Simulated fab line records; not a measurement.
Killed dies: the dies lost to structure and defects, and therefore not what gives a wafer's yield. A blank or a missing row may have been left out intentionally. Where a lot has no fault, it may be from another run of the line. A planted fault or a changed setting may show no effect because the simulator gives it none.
Struck lot and sound lot, side by side ; flow gf180mcu ; 43 steps out of a route of 602
Sound: these wafers, L678.1, L678.2, L678.5. Struck: wafers L689.1, L689.3, L689.4. At the end, the cause is stated.
Each step with rows lists, per side, the tool, then ch with its chambers, then its first start. Under that, the readings that differ: sound wafers ; struck wafers ; difference of the means ; sigmas: that difference in standard deviations of wafers without a fault.
alike: same words and numbers on both sides, and readings whose means sit less than 2 such deviations apart. not compared: any withheld reading, any reading some wafer has no value for, any bound like >300 that may hide the same value, and any number with overlapping values for which the record gives no deviation.
A row with sigmas, a row that says differs or no value, or rows on one side alone: a step with any of these is where the two part. When numbers do not overlap yet have no deviation, they are printed without sigmas and do not part them. A reading missing from all wafers of one side parts the sides only when that side holds two or more wafers.

first, 4 steps without rows for these wafers: GF_V2_STRIP_19 (strips in post etch residue remover, time 1200 s); GF_V2_CLEAN_20 (cleans in DIW); GF_V2_SPUTTER_21 (material Ti, target thk 15 nm, time 80.02 s); GF_V2_SPUTTER_22 (material TiN, target thk 10 nm, time 40 s).
GF_V2_CVD_23: deposits W, target thk 350 nm, time 104.94 s.
  sound on cvdW-01 ch 0,1, day 23 00:08; struck on cvdW-02 ch 0,1, day 26 13:21
  alike: heaterPowerW, susceptorTempC
GF_V2_RS_MEAS_24: measurement is done with a four-point probe.
  sound: filmMetro-01 at day 23 00:16; struck: filmMetro-02 at day 26 13:28
  alike: V2_W_RS
GF_V2_THK_MEAS_25: measures by xrf.
  sound: filmMetro-01 at day 23 00:23; struck: filmMetro-02 at day 26 13:35
reading;sound;struck;difference;sigmas
V2_W_THK (nm);329 328 331;347 335 343;+12;+2
then, 1 step without rows for these wafers: GF_V2_CMP_26 (polishes, stops on SiO2, t overpolish 15 s, target thk 0 nm).
GF_M3_SPUTTER_00: material Ti, target thk 37.5 nm, time 150 s.
  sound: pvdSputter-03 at day 23 00:44; struck: pvdSputter-04 at day 26 13:56
  alike: throttleValvePct
GF_M3_SPUTTER_01: material TiN, target thk 30 nm, time 25 s.
  sound: pvdSputter-03 at day 23 00:50; struck: pvdSputter-04 at day 26 14:02
  alike: throttleValvePct
then, 2 steps without rows for these wafers: GF_M3_SPUTTER_02 (material AlCu, target thk 450 nm, time 23.9 s); GF_M3_SPUTTER_03 (material Ti, target thk 10 nm, time 6.7 s).
GF_M3_SPUTTER_04: material TiN, target thk 50 nm, time 41.7 s.
  sound: pvdSputter-03 at day 23 00:55; struck: pvdSputter-04 at day 26 14:07
reading;sound;struck;difference;sigmas
model.TiN_of_M3_SPUTTER_04.thkNm (nm);49.44 49.27 49.18;57.18 57.66 57.67;+8.21;
  alike: throttleValvePct
GF_M3_RS_MEAS_05: measurement is done with a four-point probe.
  sound: filmMetro-03 at day 23 00:58; struck: filmMetro-02 at day 26 14:10
  alike: M3_ALCU_RS
GF_M3_THK_MEAS_06: measures by xrf.
  sound: filmMetro-03 at day 23 01:05; struck: filmMetro-02 at day 26 14:17
  alike: M3_ALCU_THK
then, 7 steps without rows for these wafers: GF_M3_DEHYDRATE_07 (time 60 s); GF_M3_HMDS_08 (prime time 60 s); GF_M3_COAT_09 (resist thk 1000 nm); GF_M3_SOFTBAKE_10 (time 60 s); GF_M3_EXPOSE_11 (exposes mask Metal3, target cd 280 nm); GF_M3_PEB_12 (peb time 90 s); GF_M3_DEVELOP_13 (develop time 60 s).
GF_M3_CD_MEAS_14: the cd target is 280 nm.
  sound: cdSem-02 at day 23 23:07; struck: cdSem-02 at day 27 10:01
  alike: cdNm
GF_M3_OVL_MEAS_15:
  sound: overlay-01 at day 23 23:14; struck: overlay-01 at day 27 10:08
  alike: M3_OVL
GF_M3_METAL_ETCH_16: etches the open film in Cl2/BCl3, stops on SiO2, target depth 750.8 nm, time 125.1 s.
  sound on rieMetal-04 ch 0,1, day 23 23:17; struck on rieMetal-02 ch 0,1, day 27 10:11
  alike: drypumpMotorCurrentA, heBacksideLeakSccm, oesProductAu, throttleValvePct
  not compared: rfHoursCounterH
GF_M3_STRIP_17: strips in O2/N2.
  sound on plasmaAsher-02 ch 0,1, day 23 23:25; struck on plasmaAsher-02 ch 0,1, day 27 10:19
  alike: drypumpMotorCurrentA, heaterPowerW, oesProductAu, platenTempC, stripTimeToEndpointS
  not compared: rfHoursCounterH
then, 3 steps without rows for these wafers: GF_M3_STRIP_18 (strips in post etch residue remover, time 1200 s); GF_M3_CLEAN_19 (cleans in DIW); GF_V3_CVD_00 (deposits SiO2, target thk 600 nm, time 100 s).
GF_V3_THK_MEAS_01:
  sound: filmMetro-04 at day 24 00:06; struck: filmMetro-03 at day 27 10:55
  alike: V3_CVD_00_THK
then, 1 step without rows for these wafers: GF_V3_CVD_02 (deposits SiO2 from TEOS, target thk 850 nm, time 94.851 s).
GF_V3_THK_MEAS_03:
  sound: filmMetro-01 at day 24 00:14; struck: filmMetro-01 at day 27 11:03
  alike: V3_CVD_02_THK
then, 1 step without rows for these wafers: GF_V3_CMP_04 (polishes SiO2).
GF_V3_BOW_MEAS_05:
  sound: filmMetro-01 at day 24 00:35; struck: filmMetro-03 at day 27 11:35
  alike: V3_BOW
then, 8 steps without rows for these wafers: GF_V3_DEHYDRATE_06 (time 60 s); GF_V3_HMDS_07 (prime time 60 s); GF_V3_COAT_08; GF_V3_COAT_09 (resist thk 1000 nm); GF_V3_SOFTBAKE_10 (time 60 s); GF_V3_EXPOSE_11 (exposes mask Via3, target cd 260 nm); GF_V3_PEB_12 (peb time 90 s); GF_V3_DEVELOP_13 (develop time 60 s).
GF_V3_STRIP_19: strips in post etch residue remover, time 1200 s.
  sound on wetBench-03 ch 1, day 24 22:19; struck on wetBench-04 ch 3, day 28 07:36
reading;sound;struck;difference;sigmas
model.TiN_of_M3_SPUTTER_04.thkNm (nm);48.61 48.44 48.35;56.35 56.83 56.84;+8.21;
  alike: bathGuardTempC

WHERE THEY PART
At GF_V2_THK_MEAS_25 and nowhere else, as far as this record goes. Later steps at which nothing parts them and some readings are alike: GF_M3_SPUTTER_00, GF_M3_SPUTTER_01, GF_M3_SPUTTER_04, GF_M3_RS_MEAS_05, GF_M3_THK_MEAS_06, GF_M3_CD_MEAS_14, GF_M3_OVL_MEAS_15, GF_M3_METAL_ETCH_16, GF_M3_STRIP_17, GF_V3_THK_MEAS_01, GF_V3_THK_MEAS_03, GF_V3_BOW_MEAS_05, GF_V3_STRIP_19.

WHY: what had been put in by the simulator
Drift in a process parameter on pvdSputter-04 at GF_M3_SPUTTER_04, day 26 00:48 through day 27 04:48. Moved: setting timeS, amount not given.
